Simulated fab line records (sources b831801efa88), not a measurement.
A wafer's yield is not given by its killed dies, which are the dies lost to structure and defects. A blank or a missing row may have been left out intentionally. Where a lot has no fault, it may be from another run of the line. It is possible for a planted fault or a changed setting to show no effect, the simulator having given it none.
Chamber matching + flow sky130 + pecvd-02 running SKY_PASSIVATION_CVD_02: 3 sister chambers
The step deposits Si3N4, target thk 540 nm. 16 wafers are shown with their chamber, then 8 later ones without.

## WAFERS PAIRED WITH THEIR CHAMBERS
| wafer  | chamber | heaterPowerW (W) |
|--------|---------|------------------|
| L074.1 | 1       | 696              |
| L074.2 | 2       | 702              |
| L074.3 | 0       | 678              |
| L078.1 | 2       | 600              |
| L078.2 | 0       | 637              |
| L078.3 | 1       | 764              |
| L078.4 | 0       | 666              |
| L078.5 | 1       | 622              |
| L078.6 | 2       | 624              |
| L080.1 | 0       | 646              |
| L080.3 | 2       | 641              |
| L080.6 | 0       | 651              |
| L082.1 | 1       | 617              |
| L082.2 | 0       | 577              |
| L082.4 | 1       | 666              |
| L085.3 | 1       | 706              |

SIGNATURES (averages over the wafers above)
| reading      | chamber 0 | chamber 1 | chamber 2 | scatter within a chamber |
|--------------|-----------|-----------|-----------|--------------------------|
| heaterPowerW | 642.50    | 678.50    | 641.75    | 45.9                     |
Rule: distance of a wafer from a chamber = root of the sum over the readings of ((wafer's reading minus chamber's mean) / reading's scatter) squared. The wafer belongs to the nearest chamber; if the next one is less than 2 further off, it can't be placed. The scatter is the square root of a quotient: the sum, over the shown wafers, of each reading's squared deviation from its chamber's mean, divided by wafers minus chambers.

## WAFERS MISSING THEIR CHAMBER
| wafer  | heaterPowerW (W) |
|--------|------------------|
| L085.4 | 554              |
| L085.6 | 730              |
| L090.1 | 714              |
| L090.5 | 582              |
| L090.6 | 678              |
| L092.1 | 619              |
| L092.3 | 759              |
| L092.4 | 568              |

## CHAMBER TAKEN BY EACH
| wafer  | from the rows above          | in truth |
|--------|------------------------------|----------|
| L085.4 | can't be placed: 2 or 0 or 1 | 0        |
| L085.6 | can't be placed: 1 or 0 or 2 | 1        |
| L090.1 | can't be placed: 1 or 0 or 2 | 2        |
| L090.5 | can't be placed: 2 or 0 or 1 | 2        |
| L090.6 | can't be placed: 1 or 0 or 2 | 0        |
| L092.1 | can't be placed: 2 or 0 or 1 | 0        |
| L092.3 | can't be placed: 1 or 0 or 2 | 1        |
| L092.4 | can't be placed: 2 or 0 or 1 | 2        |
Correct placement for 0 of the 8. From these rows, 8 cannot be placed; in 8 the true chamber is one of the candidates. Placed wrongly: 0.
